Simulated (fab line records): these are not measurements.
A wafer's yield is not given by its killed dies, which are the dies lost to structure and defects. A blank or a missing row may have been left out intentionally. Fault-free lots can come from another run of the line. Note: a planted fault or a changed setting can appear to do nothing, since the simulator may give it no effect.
Which tool is to blame? -- flow sky130 -- 13 lots with 36 wafers sampled at 5 steps, on a route of 708 steps

WHAT THE GAUGES READ, wafer by wafer
SKY_VIA2_THK_MEAS_01. Usual: VIA2_HDPCVD_THK 1180 nm, standard deviation 11.
lot,measured,on,VIA2_HDPCVD_THK (nm),flag
L757,day 36 20:51,film-metro-04,1185 1189 1176,
L758,day 36 23:29,film-metro-01,1182 1161 1182,
L756,day 36 23:50,film-metro-04,1188 1179 1180,
L760,day 37 04:30,film-metro-04,1184 1162 1183,
L761,day 37 11:21,film-metro-03,1175 1169 1190,
L762,day 37 12:37,film-metro-01,1169 1174 1153,
L763,day 37 20:20,film-metro-04,1172 1158 1152,
L768,day 39 14:08,film-metro-04,1167 1193 1167,
L771,day 40 04:32,film-metro-01,1187 1192,
L773,day 41 04:27,film-metro-01,1169 1180,
L774,day 41 12:34,film-metro-03,1176 1173,
L776,day 41 16:30,film-metro-01,1167 1183 1188,
L777,day 41 21:41,film-metro-01,1185 1182 1200,

SKY_VIA2_BOW_MEAS_03. Usual: VIA2_BOW 85 um, standard deviation 6.6.
lot,measured,on,VIA2_BOW (um),flag
L757,day 36 21:13,film-metro-01,93 88 82,
L758,day 36 23:51,film-metro-03,86 85 86,
L756,day 37 00:12,film-metro-04,92 95 78,
L760,day 37 04:52,film-metro-01,85 90 86,
L761,day 37 11:43,film-metro-04,93 84 93,
L762,day 37 12:58,film-metro-03,83 92 87,
L763,day 37 20:42,film-metro-03,80 79 75,
L768,day 39 14:31,film-metro-01,91 83 95,
L771,day 40 05:05,film-metro-01,75 80,
L773,day 41 04:49,film-metro-04,86 84,
L774,day 41 13:12,film-metro-03,86 80,
L776,day 41 16:52,film-metro-03,82 78 82,
L777,day 41 22:03,film-metro-03,87 84 77,

SKY_CAPM_THK_MEAS_01. Usual: CAPM_CVD_00_THK 15.50 nm, standard deviation 0.21.
lot,measured,on,CAPM_CVD_00_THK (nm),flag
L757,day 38 01:08,film-metro-01,15.29 15.45 15.65,
L758,day 38 03:45,film-metro-01,15.09 15.55 15.52,
L756,day 38 04:08,film-metro-03,15.07 15.44 15.49,
L760,day 38 08:46,film-metro-02,15.53 15.42 15.56,
L761,day 38 14:59,film-metro-01,15.53 15.64 15.55,
L762,day 38 17:05,film-metro-02,15.16 15.69 15.64,
L763,day 39 00:01,film-metro-02,15.35 15.49 15.63,
L768,day 40 15:53,film-metro-02,15.53 15.83 15.85,
L771,day 41 08:10,film-metro-02,24.57 15.59,OFF
L773,day 42 06:19,film-metro-01,15.30 24.97,OFF
L774,day 42 14:03,film-metro-03,24.76 15.35,OFF
L776,day 42 17:35,film-metro-01,15.44 15.53 15.47,
L777,day 42 22:58,film-metro-02,15.41 15.41 15.38,

SKY_CAPM_THK_MEAS_04: measures by xrf. Usual: CAPM_TIN_THK 202.1 nm, standard deviation 2.1.
lot,measured,on,CAPM_TIN_THK (nm),flag
L757,day 38 01:26,film-metro-02,199.9 201.1 201.1,
L758,day 38 04:02,film-metro-02,200.3 200.4 201.3,
L756,day 38 04:25,film-metro-02,203.2 200.6 203.0,
L760,day 38 09:03,film-metro-01,205.2 205.4 206.4,
L761,day 38 15:17,film-metro-03,202.8 204.3 203.7,
L762,day 38 17:22,film-metro-01,201.7 201.6 203.4,
L763,day 39 00:18,film-metro-02,207.1 205.5 208.0,
L768,day 40 16:11,film-metro-03,198.8 201.9 200.0,
L771,day 41 08:28,film-metro-01,201.6 200.3,
L773,day 42 06:37,film-metro-03,204.7 205.7,
L774,day 42 14:20,film-metro-02,200.2 201.3,
L776,day 42 17:53,film-metro-03,202.5 201.4 200.3,
L777,day 42 23:16,film-metro-03,200.6 198.8 198.9,

TOOL THAT RAN EACH LOT (tool first, then ch and the chambers of the sampled wafers, then the start)
lot,SKY_CAPM_CVD_00
L757,"pecvd-04 ch 0,2, day 38 01:07"
L758,"pecvd-02 ch 0,2, day 38 03:43"
L756,"pecvd-03 ch 0,1,2, day 38 04:06"
L760,"pecvd-02 ch 1,2, day 38 08:43"
L761,"pecvd-04 ch 1,2, day 38 14:58"
L762,"pecvd-02 ch 0,1, day 38 17:04"
L763,"pecvd-04 ch 0,1,2, day 38 23:59"
L768,"pecvd-04 ch 0,1,2, day 40 15:51"
L771,"pecvd-02 ch 2, day 41 08:08"
L773,"pecvd-02 ch 1, day 42 06:17"
L774,"pecvd-02 ch 2, day 42 14:01"
L776,"pecvd-03 ch 0,1,2, day 42 17:34"
L777,"pecvd-04 ch 0,1, day 42 22:55"
- SKY_CAPM_CVD_00: deposits SiO2, target thk 15.5 nm.

AS READ BY THE TOOLS THEMSELVES (means over the sampled wafers that have a number; for cases with no such wafer, the mark the record gives instead)
SKY_CAPM_CVD_00. Usual: heater-power-outer-w 440 W, standard deviation 74; heater-power-w 736 W, standard deviation 97.
lot,tool,heater-power-outer-w (W),heater-power-w (W),flag
L757,pecvd-04,507,755,
L758,pecvd-02,353,631,
L756,pecvd-03,435,722,
L760,pecvd-02,426,723,
L761,pecvd-04,395,688,
L762,pecvd-02,448,722,
L763,pecvd-04,477,790,
L768,pecvd-04,449,756,
L771,pecvd-02,367,678,
L773,pecvd-02,516,789,
L774,pecvd-02,390,688,
L776,pecvd-03,468,781,
L777,pecvd-04,437,799,

THE ANSWER, worked out from the rows above alone
Rule: a lot is off if the mean of its wafers that have a number lies more than 3 standard deviations from the usual mean. Also off: a lot with no number at a reading for which 4 or more lots have one. All remaining lots with rows at the step are treated as sound. After the gauges, taken in route order, come the tools' own readings; for these a lot's mean is taken, as printed above. The first step at which some lot is off is used, and at that step the reading that is off furthest; a lot without a number counts as furthest.
Off: at SKY_CAPM_THK_MEAS_01 (CAPM_CVD_00_THK), L771, L773, L774.
A tool fits if, at a process step before that reading, it ran every lot that is off, and no sound lot after the first of them. The gauges at SKY_CAPM_THK_MEAS_01 are tried like those tools. One fits: pecvd-02 at SKY_CAPM_CVD_00. Its last sound lot is L762 (day 38 17:04), its first lot that is off L771 (day 41 08:08): a fault that began between those two fits.

WHAT WAS PUT IN BY THE SIMULATOR
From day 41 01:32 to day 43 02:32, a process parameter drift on pecvd-02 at SKY_CAPM_CVD_00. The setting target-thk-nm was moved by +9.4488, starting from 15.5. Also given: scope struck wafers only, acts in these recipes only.
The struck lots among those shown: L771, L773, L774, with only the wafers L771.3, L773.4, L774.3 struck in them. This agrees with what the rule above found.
